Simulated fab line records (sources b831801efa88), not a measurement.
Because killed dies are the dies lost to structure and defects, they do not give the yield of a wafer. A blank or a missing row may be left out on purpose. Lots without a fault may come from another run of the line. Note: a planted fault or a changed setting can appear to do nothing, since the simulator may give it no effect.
2 desks looking at one fault    flow gf180mcu    each desk has only its own numbers; what lay behind them comes last

## AT THE TOOL OWNER'S DESK: lpcvd-02
The tool's own readings at GF_POLY_GATE_CVD_00 (deposits poly-Si, target thk 200 nm, time 1200 s): means of the sampled wafers that have a number, for each lot that ran on this tool. If a lot's mean is further than 4 standard deviations from the usual mean, the lot is out of limits and carries the mark OUT (the distance appears in the brackets).
Columns: A = pressureMtorr at GF_POLY_GATE_CVD_00, usual 200.0 mTorr; B = spikeTcLowerC at GF_POLY_GATE_CVD_00, usual 623.9 C
lot   first seen here  A                        B
L105  day 8 14:35      199.8                    623.4
L114  day 11 18:19     239.7 (+99 or more) OUT  623.5
L116  day 11 23:29     240.2 (+99 or more) OUT  625.2
L127  day 15 02:01     200.1                    623.0
This desk finds L114, L116 out of limits, L114 being first, at day 11 18:19 (pressureMtorr at GF_POLY_GATE_CVD_00). L105, L127: within limits.

## AT THE METROLOGY DESK
Lot by lot, what the gauges showed, no matter which tool ran the lot: averages of those sampled wafers that carry a number. If a lot's mean is further than 4 standard deviations from the usual mean, the lot is out of limits and carries the mark OUT (the distance appears in the brackets).
Columns: A = VT_IMPLANT_2_TW at GF_VT_IMPLANT_TW_MEAS_21, usual 1220; B = LVPWELL_RS at GF_VT_IMPLANT_RS_MEAS_48, usual 1196 ohm/sq; C = POLY_GATE_CVD_00_THK at GF_POLY_GATE_THK_MEAS_01, usual 213.6 nm
lot   first seen here  A     B     C
L104  day 6 04:03      1209  1198  215.9
L105  day 6 10:59      1214  1199  212.7
L106  day 6 17:27      1209  1193  213.1
L107  day 7 01:25      1232  1196  212.0
L108  day 7 06:40      1210  1195  214.7
L114  day 9 07:01      1223  1200  233.9 (+13) OUT
L116  day 9 13:20      1216  1193  235.2 (+14) OUT
L119  day 10 10:07     1230  1195  215.5
L121  day 10 22:25     1220  1192  214.3
L122  day 11 04:53     1233  1200  213.9
L124  day 11 10:40     1217  1195  214.3
L127  day 12 06:32     1219  1197  214.8
Per this desk, out of limits: L114, L116; the first was L114, day 11 19:40 (POLY_GATE_CVD_00_THK at GF_POLY_GATE_THK_MEAS_01). L104, L105, L106, L107, L108, L119, L121, L122, L124, L127: within limits.

## BROUGHT TOGETHER
The tool owner's desk could have raised an alarm at day 11 18:19, on L114, L116.
Metrology desk: alarm possible at day 11 19:40 on L114, L116.
Of the lots named, all ran GF_POLY_GATE_CVD_00 on lpcvd-02.

## WHAT THE SIMULATOR HAD PUT IN
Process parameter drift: lpcvd-02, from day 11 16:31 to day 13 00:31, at GF_POLY_GATE_CVD_00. From 200, the setting pressureMtorr moved by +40. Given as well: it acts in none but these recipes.
Lots struck among those shown: L114, L116.
Counting hours from when the fault started, the first reading out of limits came at 2 for the tool owner's desk and at 3 for the metrology desk.
